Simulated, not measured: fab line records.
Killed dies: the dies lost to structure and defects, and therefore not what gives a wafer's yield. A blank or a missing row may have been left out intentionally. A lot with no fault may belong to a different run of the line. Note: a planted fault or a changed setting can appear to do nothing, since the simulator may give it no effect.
Check of tool commonality    flow gf180mcu    Sampled: 15 lots, 45 wafers

== WHY IT WAS OPENED ==
GF_DNWELL_TW_MEAS_09, reading DNWELL_TW: flagged on 3 of 15 lots. No-fault wafers: 1369, standard deviation 15.
Rule: a lot is flagged in two cases, either no wafer of it has a number, or all its wafers with numbers fall more than 4 standard deviations from that mean. As for the other lots, they are considered sound.

lot   measured     on             DNWELL_TW, wafer by wafer  flag
L525  day 3 06:57  film metro-01  1389 1389 1380             
L526  day 3 10:48  film metro-01  1375 1382 1379             
L527  day 3 16:47  film metro-02  1346 1346 1346             
L528  day 3 22:10  film metro-02  1356 1345 1343             
L530  day 4 07:53  film metro-01  1378 1383 1386             
L531  day 4 14:05  film metro-03  1378 1380 1374             
L532  day 4 19:32  film metro-02  1354 1365 1347             
L534  day 5 05:52  film metro-03  1378 1377 1368             
L535  day 5 11:00  film metro-01  1371 1377 1373             
L538  day 6 02:20  film metro-03  31 32 32                   FLAGGED
L539  day 6 07:05  film metro-02  31 31 31                   FLAGGED
L540  day 6 14:13  film metro-03  32 32 32                   FLAGGED
L541  day 6 19:17  film metro-02  1338 1341 1340             
L542  day 6 23:35  film metro-01  1372 1372 1370             
L545  day 7 16:35  film metro-03  1393 1389 1389             
Average over the flagged lots: 32; offset from the usual -1337, equal to -89 standard deviations.

== WHICH TOOL RAN EACH LOT ==
2 process steps preceding the reading are held in the record, out of 602 steps in the route. In each cell: the tool, then ch and the chambers that the sampled wafers went through, then the start.
lot   flag     GF_STI_ETCH_13                     GF_DNWELL_DEVELOP_06
L525           rie diel-02 ch 1,2, day 2 12:50    litho track-02 ch 0, day 3 06:00
L526           rie diel-01 ch 0,1,3, day 2 17:06  litho track-02 ch 0, day 3 10:00
L527           rie diel-03 ch 1,2,3, day 2 22:54  litho track-02 ch 0, day 3 16:00
L528           rie diel-01 ch 0,1, day 3 03:32    litho track-01 ch 0, day 3 21:00
L530           rie diel-03 ch 0,1,3, day 3 13:26  litho track-02 ch 0, day 4 07:00
L531           rie diel-03 ch 1,2,3, day 3 18:50  litho track-02 ch 0, day 4 13:00
L532           rie diel-02 ch 1,2, day 4 01:23    litho track-03 ch 0, day 4 19:00
L534           rie diel-03 ch 0,1,2, day 4 10:09  litho track-02 ch 0, day 5 05:00
L535           rie diel-01 ch 0,1,3, day 4 15:20  litho track-02 ch 0, day 5 10:00
L538  FLAGGED  rie diel-03 ch 0,2, day 5 06:41    litho track-03, day 6 01:00
L539  FLAGGED  rie diel-01 ch 0,2,3, day 5 12:09  litho track-03, day 6 06:00
L540  FLAGGED  rie diel-01 ch 0,1, day 5 18:33    litho track-02, day 6 13:00
L541           rie diel-02 ch 0,2,3, day 5 22:53  litho track-03 ch 0, day 6 18:00
L542           rie diel-01 ch 0,1, day 6 02:56    litho track-02 ch 0, day 6 23:00
L545           rie diel-03 ch 0,2, day 6 21:02    litho track-03 ch 0, day 7 16:00
These steps, and what they do:
- GF_STI_ETCH_13: etches the open film in CHF3/O2, stops on Si, target depth 282.31 nm, time 112.9 s.
- GF_DNWELL_DEVELOP_06: develop time 60 s.
- GF_DNWELL_TW_MEAS_09

== FLAGGED AGAINST TOTAL, ONE TOOL AT A TIME (gauges that did the reading follow at the end) ==
step                  tool            lots run  flagged  share of the flagged lots  sound lots run after its first flagged lot
GF_STI_ETCH_13        rie diel-01     6         2        some                       1 (L542)
GF_STI_ETCH_13        rie diel-02     3         0        none                       -
GF_STI_ETCH_13        rie diel-03     6         1        some                       1 (L545)
GF_DNWELL_DEVELOP_06  litho track-01  1         0        none                       -
GF_DNWELL_DEVELOP_06  litho track-02  9         1        some                       1 (L542)
GF_DNWELL_DEVELOP_06  litho track-03  5         2        some                       2 (L541,L545)
GF_DNWELL_TW_MEAS_09  film metro-01   5         0        none                       -
GF_DNWELL_TW_MEAS_09  film metro-02   5         1        some                       1 (L541)
GF_DNWELL_TW_MEAS_09  film metro-03   5         2        some                       1 (L545)

== THE TABLE: WHAT IT ALLOWS ==
No row of the table ran every flagged lot.

== WHAT THE SIMULATOR HAD PUT IN ==
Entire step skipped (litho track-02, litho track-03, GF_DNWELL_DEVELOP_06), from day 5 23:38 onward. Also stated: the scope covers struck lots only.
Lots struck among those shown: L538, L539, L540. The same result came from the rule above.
